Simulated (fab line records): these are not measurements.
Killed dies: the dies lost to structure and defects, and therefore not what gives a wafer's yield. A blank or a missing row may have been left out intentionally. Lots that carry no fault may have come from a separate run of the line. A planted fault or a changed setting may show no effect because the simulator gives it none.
Struck lot and sound lot, side by side    flow sky130    16 out of 708 route steps
Sound: wafers L930.3, L930.5, L930.6. Struck: wafer L921.5 (L921.2, L921.6, from the same lot, were not struck and are left out); the cause is given at the end.
Per side, at each step with rows, come the tool, then ch with its chambers, and then its first start. Under that, the readings that differ: sound wafers    struck wafers    difference of the means    sigmas: that difference in standard deviations of wafers without a fault.
alike: readings whose means differ by less than 2 such deviations, and words and numbers that are the same on both sides. not compared: withheld readings, readings that some wafer has no value for, bounds like >300 that may hide the same value, and numbers for which the record gives no deviation and whose values overlap.
The two part at a step that has a row with sigmas, a row that says differs or no value, or rows on one side only. Numbers that don't overlap but have no deviation are shown without sigmas and don't part them. A reading missing from all wafers of one side parts the sides only when that side holds two or more wafers.

SKY_VIA3_BOW_MEAS_03:
  sound: film-metro-02 at day 43 05:28; struck: film-metro-04 at day 40 12:52
  alike: VIA3_BOW
then, 8 steps without rows for these wafers: SKY_VIA3_DEHYDRATE_04 (time 60 s); SKY_VIA3_HMDS_05 (prime time 60 s); SKY_VIA3_COAT_06 (resist thk 60 nm); SKY_VIA3_COAT_07 (resist thk 450 nm); SKY_VIA3_SOFTBAKE_08 (time 90 s); SKY_VIA3_EXPOSE_09 (exposes mask VIM3, target cd 200 nm); SKY_VIA3_PEB_10; SKY_VIA3_DEVELOP_11 (develop time 60 s).
SKY_VIA3_CD_MEAS_12: target cd 200 nm.
  sound: cd-sem-02 at day 44 04:12; struck: cd-sem-02 at day 41 13:09
  alike: cd-nm
SKY_VIA3_OVL_MEAS_13:
  sound: overlay-02 at day 44 04:18; struck: overlay-02 at day 41 13:16
reading        sound   struck  difference  sigmas
VIA3_OVL (nm)  -1 3 7  -10     -13         -3
SKY_VIA3_ETCH_14: etches BARC in N2/H2, stops on SiO2, time 45.9 s, target depth 60 nm.
  sound on rie-diel-04 ch 0,2,3, day 44 04:19; struck on rie-diel-04 ch 1, day 41 13:17
  alike: drypump-motor-current-A, oes-product-au, throttle-valve-pct
  not compared: rf-hours-counter-h
SKY_VIA3_ETCH_15: etches SiO2 in C4F8/O2/Ar, stops on TiN, target depth 507 nm, time 75.38 s.
  sound on rie-diel-04 ch 0,2,3, day 44 04:22; struck on rie-diel-04 ch 1, day 41 13:20
reading                                      sound              struck  difference  sigmas
oes-product-au (a.u.)                        0.963 0.956 0.964  0.856   -0.105      -22
model.etch.depth-nm (nm)                     464.6 464.1 464.3  382.3   -82.0       
model.VIA3.feature-depth-nm (nm)             464.6 464.1 464.3  382.3   -82.0       
model.KrF-thick_of_VIA3_COAT_07.thk-nm (nm)  295.4 294.8 294.7  315.7   +20.7       
  not compared: rf-hours-counter-h
SKY_VIA3_STRIP_16: strips in O2/N2.
  sound on plasma-asher-01 ch 0,1, day 44 04:28; struck on plasma-asher-04 ch 0, day 41 13:23
reading                       sound              struck  difference  sigmas
oes-product-au (a.u.)         0.407 0.401 0.402  0.414   +0.011      +3
strip-time-to-endpoint-s (s)  4.187 4.177 4.154  4.382   +0.209      +8
  alike: drypump-motor-current-A
  not compared: rf-hours-counter-h
then, 1 step without rows for these wafers: SKY_VIA3_STRIP_17 (strips in post etch residue remover, time 1200 s).
-- the record jumps here: 6 days lie between the struck wafers' starts before and after (it left off in module VIA3 and takes up again in module PAD_OPEN, whose first step shown is number 708 of the route) --
SKY_PAD_OPEN_PROBE_99:
  sound: prober-01 at day 49 13:25; struck: prober-02 at day 47 09:25
reading                                      sound              struck  difference  sigmas
killed-short                                 42 37 30           49      +13         +2
model.etest.tester.sort-n-pass               408 398 408        0       -405        
model.etest.tester.sort-yield-pct (%)        82.93 80.89 82.93  0       -82         
model.etest.tester.sort_bin_5_pct (%)        9.35 11.38 11.38   90.45   +79.75      
model.etest.nfet_01v8_turned.under-floor     0 0 0              1       +1          
model.etest.res-li.open                      0 0 0              1       +1          
model.etest.met1-comb.under-floor            0 0 0              1       +1          
model.etest.nfet_16v.open                    0 0 0              1       +1          
model.etest.diode-ndiff-fingers.under-floor  0 0 0              1       +1          
  alike: defect-limited-yield, killed_at_M0_to_M3, killed_at_M4_up, killed-at-contacts, killed-at-front-end, killed-at-other, killed-dies, killed-open

WHERE THEY PART
First at SKY_VIA3_OVL_MEAS_13; last, within this record, at SKY_PAD_OPEN_PROBE_99.

WHY: what the simulator had put in
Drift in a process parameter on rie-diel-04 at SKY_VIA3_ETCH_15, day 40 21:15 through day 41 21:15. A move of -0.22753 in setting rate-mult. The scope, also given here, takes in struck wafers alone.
